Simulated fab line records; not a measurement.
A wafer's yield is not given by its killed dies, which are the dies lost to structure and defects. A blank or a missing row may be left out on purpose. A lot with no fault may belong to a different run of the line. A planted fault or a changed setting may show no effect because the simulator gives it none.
Tool commonality check	flow sky130	Sample size 13 lots and 39 wafers

WHAT PROMPTED THE OPENING
2 of 13 lots carry a flag on the reading LDD_HVP_TW at SKY_LDD_HVP_TW_MEAS_10. Wafers without a fault read 456, standard deviation 3.1.
Rule: flag the lot when none of its wafers has a number, or when each of its wafers that has one lies beyond 4 standard deviations from that mean. The rest of the lots are taken to be sound.

lot	measured	on	LDD_HVP_TW, wafer by wafer	flag
L547	day 21 14:07	film-metro-02	456 454 458	
L550	day 22 16:32	film-metro-02	456 451 454	
L552	day 23 11:35	film-metro-04	460 459 462	
L558	day 25 11:47	film-metro-03	560 564 563	FLAGGED
L559	day 26 01:32	film-metro-02	456 454 455	
L561	day 26 20:35	film-metro-02	566 563 564	FLAGGED
L562	day 27 19:31	film-metro-02	456 454 457	
L563	day 27 22:47	film-metro-03	452 448 451	
L565	day 28 08:55	film-metro-02	453 455 451	
L564	day 28 13:07	film-metro-04	457 457 459	
L566	day 28 14:43	film-metro-04	459 461 458	
L569	day 29 09:02	film-metro-02	453 455 454	
L568	day 29 10:05	film-metro-04	458 458 457	
On average the flagged lots' numbers are 563, which is +107 against the usual, or +35 standard deviations.

TOOL THAT RAN EACH LOT
The record holds 2 process steps before the reading, out of a route of 708 steps. Every cell lists first the tool, next ch and the chambers used by the sampled wafers, and last the start.
lot	flag	SKY_PWDE_STRIP_09	SKY_LDD_HVP_IMPLANT_08
L547		plasma-asher-03 ch 0,1, day 3 20:21	implanter-02 ch 0, day 21 13:52
L550		plasma-asher-01 ch 0,1, day 4 12:20	implanter-03 ch 0, day 22 16:19
L552		plasma-asher-03 ch 0,1, day 5 02:31	implanter-03 ch 0, day 23 11:22
L558	FLAGGED	plasma-asher-02 ch 0,1, day 6 09:04	implanter-02 ch 0, day 25 11:13
L559		plasma-asher-03 ch 0,1, day 6 19:03	implanter-02 ch 0, day 26 01:17
L561	FLAGGED	plasma-asher-02 ch 0,1, day 7 03:21	implanter-02 ch 0, day 26 20:01
L562		plasma-asher-02 ch 0, day 7 22:10	implanter-02 ch 0, day 27 19:16
L563		plasma-asher-03 ch 0,1, day 8 03:46	implanter-02 ch 0, day 27 22:33
L565		plasma-asher-01 ch 0,1, day 8 07:36	implanter-01 ch 0, day 28 08:40
L564		plasma-asher-03 ch 0,1, day 8 08:50	implanter-03 ch 0, day 28 12:52
L566		plasma-asher-01 ch 0,1, day 8 11:13	implanter-01 ch 0, day 28 14:28
L569		plasma-asher-03 ch 0,1, day 9 01:44	implanter-02 ch 0, day 29 08:49
L568		plasma-asher-01 ch 0,1, day 9 02:51	implanter-02 ch 0, day 29 09:51
What these steps do:
- SKY_PWDE_STRIP_09: strips in O2/N2.
- SKY_LDD_HVP_IMPLANT_08
- SKY_LDD_HVP_TW_MEAS_10

FLAGGED OVER TOTAL, TOOL BY TOOL (the gauges that took the reading come last)
step	tool	lots run	flagged	share of the flagged lots	sound lots run after its first flagged lot
SKY_PWDE_STRIP_09	plasma-asher-01	4	0	none	-
SKY_PWDE_STRIP_09	plasma-asher-02	3	2	all	1 (L562)
SKY_PWDE_STRIP_09	plasma-asher-03	6	0	none	-
SKY_LDD_HVP_IMPLANT_08	implanter-01	2	0	none	-
SKY_LDD_HVP_IMPLANT_08	implanter-02	8	2	all	5 (L559,L562,L563,L569,L568)
SKY_LDD_HVP_IMPLANT_08	implanter-03	3	0	none	-
SKY_LDD_HVP_TW_MEAS_10	film-metro-02	7	1	some	3 (L562,L565,L569)
SKY_LDD_HVP_TW_MEAS_10	film-metro-03	2	1	some	1 (L563)
SKY_LDD_HVP_TW_MEAS_10	film-metro-04	4	0	none	-

THE TABLE: WHAT IT ALLOWS
2 rows of the table ran every flagged lot: plasma-asher-02 at SKY_PWDE_STRIP_09, implanter-02 at SKY_LDD_HVP_IMPLANT_08.
- plasma-asher-02 at SKY_PWDE_STRIP_09: 2 of its 3 lots flagged. Sound lots followed the first flagged one (L562) on it, something a lasting fault affecting the whole tool could not allow.
- implanter-02 at SKY_LDD_HVP_IMPLANT_08: 2 of its 8 lots flagged. Sound lots followed the first flagged one (L559, L562, L563, L569, L568) on it, something a lasting fault affecting the whole tool could not allow.
None of the table's rows ran every flagged lot and, after the first, no sound lot.

WHAT THE SIMULATOR HAD PUT IN
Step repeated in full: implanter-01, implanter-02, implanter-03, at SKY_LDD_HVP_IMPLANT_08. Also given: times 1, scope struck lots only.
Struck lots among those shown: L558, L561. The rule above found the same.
